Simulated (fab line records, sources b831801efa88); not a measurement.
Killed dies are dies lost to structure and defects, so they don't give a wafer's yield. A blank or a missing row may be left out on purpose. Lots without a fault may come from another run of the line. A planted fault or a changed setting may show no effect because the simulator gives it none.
A struck lot beside a sound one | flow gf180mcu | 15 steps out of a route of 602
Sound: wafers L749.1, L749.2, L749.6. Struck: wafers L750.2, L750.3, L750.4. The cause comes at the end.
At each step with rows: each side's tool, then ch and its chambers, then its first start. Under that, the readings that differ: sound wafers | struck wafers | difference of the means | sigmas: that difference in standard deviations of wafers without a fault.
alike: readings whose means differ by less than 2 such deviations, and words and numbers that are the same on both sides. not compared: withheld readings, readings that some wafer has no value for, bounds like >300 that may hide the same value, and numbers for which the record gives no deviation and whose values overlap.
The two part at a step that has a row with sigmas, a row that says differs or no value, or rows on one side only. Numbers that don't overlap but have no deviation are shown without sigmas and don't part them. A reading that every wafer of one side lacks parts them only if that side has two wafers or more.

GF_M1_SPUTTER_04: material TiN, target thk 50 nm, time 41.7 s.
  sound on pvd_sputter-03, day 19 12:07; struck on pvd_sputter-03, day 19 17:18
  alike: cathode_dc_power_W, throttle_valve_pct
GF_M1_RS_MEAS_05: measures by four-point-probe.
  sound on film_metro-01, day 19 12:09; struck on film_metro-03, day 19 17:22
  alike: M1_ALCU_RS
GF_M1_THK_MEAS_06: measures by xrf.
  sound on film_metro-01, day 19 12:16; struck on film_metro-03, day 19 17:28
  alike: M1_ALCU_THK
then, 7 steps without rows for these wafers: GF_M1_DEHYDRATE_07 (time 60 s); GF_M1_HMDS_08 (prime time 60 s); GF_M1_COAT_09 (resist thk 1000 nm); GF_M1_SOFTBAKE_10 (time 60 s); GF_M1_EXPOSE_11 (exposes mask Metal1, target cd 230 nm); GF_M1_PEB_12 (peb time 90 s); GF_M1_DEVELOP_13 (develop time 60 s).
GF_M1_CD_MEAS_14: target cd 230 nm.
  sound on cd_sem-01, day 20 12:27; struck on cd_sem-02, day 20 17:28
  alike: cd_nm
GF_M1_OVL_MEAS_15:
  sound on overlay-01, day 20 12:34; struck on overlay-02, day 20 17:35
  alike: M1_OVL
GF_M1_METAL_ETCH_16: etches the open film in Cl2/BCl3, stops on SiO2, target depth 627.5 nm, time 104.6 s.
  sound on rie_metal-03 ch 0,1, day 20 12:37; struck on rie_metal-02 ch 1, day 20 17:39
  no value came back on the struck wafers for any of 8 readings (bcl3_flow_sccm (sccm), bias_w (W) and others); on the sound wafers bcl3_flow_sccm (sccm) reads 39.87 40.03 40.14
  reading                             | sound             | struck            | difference | sigmas
  model.KrF_of_M1_COAT_09.thk_nm (nm) | 738.7 738.5 734.4 | 982.1 980.9 983.4 | +244.9     |
  not compared: rf_hours_counter_h
GF_M1_STRIP_17: strips in O2/N2.
  sound on plasma_asher-03 ch 0,1, day 20 12:43; struck on plasma_asher-04 ch 0,1, day 20 17:50
  reading                      | sound             | struck            | difference | sigmas
  oes_product_au (a.u.)        | 0.552 0.560 0.562 | 0.658 0.652 0.659 | +0.098     | +19
  strip_time_to_endpoint_s (s) | 7.92 7.93 7.88    | 10.18 10.16 10.19 | +2.27      | +48
  alike: drypump_motor_current_A, heater_power_w
  not compared: rf_hours_counter_h
then, 1 step without rows for these wafers: GF_M1_STRIP_18 (strips in post etch residue remover, time 1200 s).

WHERE THEY PART
First at GF_M1_METAL_ETCH_16; last, within this record, at GF_M1_STRIP_17.

WHY: what the simulator had put in
Skipped step whole: rie_metal-02, from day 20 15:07 on, at GF_M1_METAL_ETCH_16. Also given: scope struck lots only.
